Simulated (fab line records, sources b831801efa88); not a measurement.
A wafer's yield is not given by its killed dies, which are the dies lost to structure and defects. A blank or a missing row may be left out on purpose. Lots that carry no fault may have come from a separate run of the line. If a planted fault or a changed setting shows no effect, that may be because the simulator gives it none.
A single fault, viewed from 2 desks -- flow gf180mcu -- each desk holds nothing but its own numbers, with what lay behind them at the end

== AT THE METROLOGY DESK ==
Lot by lot, what the gauges showed, no matter which tool ran the lot: averages of those sampled wafers that carry a number. Marked OUT: a lot whose mean sits more than 4 standard deviations from the usual mean, which makes it out of limits; the brackets give that distance.
Columns: A = V1_CVD_02_THK at GF_V1_THK_MEAS_03, usual 852 nm; B = V1_W_RS at GF_V1_RS_MEAS_24, usual 0.329 ohm/sq
lot,first seen here,A,B
L737,day 17 19:20,849,0.323
L738,day 18 06:14,844,0.329
L739,day 18 11:21,844,0.330
L740,day 18 18:28,855,0.327
L741,day 19 07:12,858,0.326
L743,day 19 23:10,849,0.327
L749,day 22 03:29,853,0.324
L751,day 22 16:53,856,0.325
L752,day 23 14:46,841,0.331
L755,day 24 07:39,835,0.334
L756,day 24 20:25,849,0.327
L758,day 25 06:30,837,0.329
L757,day 25 07:30,858,0.325
This desk found nothing out of limits on any of the 13 lots.

== TOOL OWNER'S DESK, litho_track-04 ==
The tool's own readings at GF_V1_SOFTBAKE_10 (time 60 s): means of the sampled wafers that have a number, for each lot that ran on this tool. Marked OUT: a lot whose mean sits more than 4 standard deviations from the usual mean, which makes it out of limits; the brackets give that distance.
Columns: A = heater_power_total_W at GF_V1_SOFTBAKE_10, usual 93.05 W; B = run_length_s at GF_V1_SOFTBAKE_10, usual 88.96 s
lot,first seen here,A,B
L737,day 18 07:00,93.00,88.81
L740,day 19 07:00,93.04,88.90
L743,day 20 11:00,93.05,88.99
L749,day 22 15:00,93.04,90.44 (+11) OUT
L751,day 23 04:00,93.05,90.44 (+11) OUT
L758,day 25 17:00,93.06,88.88
This desk's finding: out of limits on L749, L751; first on L749, day 22 15:00 (run_length_s at GF_V1_SOFTBAKE_10). L737, L740, L743, L758: within limits.

== BROUGHT TOGETHER ==
The tool owner's desk had the chance to raise an alarm at day 22 15:00 on L749, L751.
From the metrology desk's view, nothing was out of limits.
The metrology desk holds a record of L749, L751, inside its limits.
GF_V1_SOFTBAKE_10 was run on litho_track-04 by each of the lots named.

== WHAT THE SIMULATOR HAD PUT IN ==
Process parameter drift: litho_track-04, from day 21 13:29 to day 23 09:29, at GF_V1_SOFTBAKE_10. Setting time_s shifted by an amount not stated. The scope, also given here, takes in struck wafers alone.
Shown lots that were struck: L749, L751.
Hours from the fault's start to each desk's first reading out of limits: the tool owner's desk, 26.
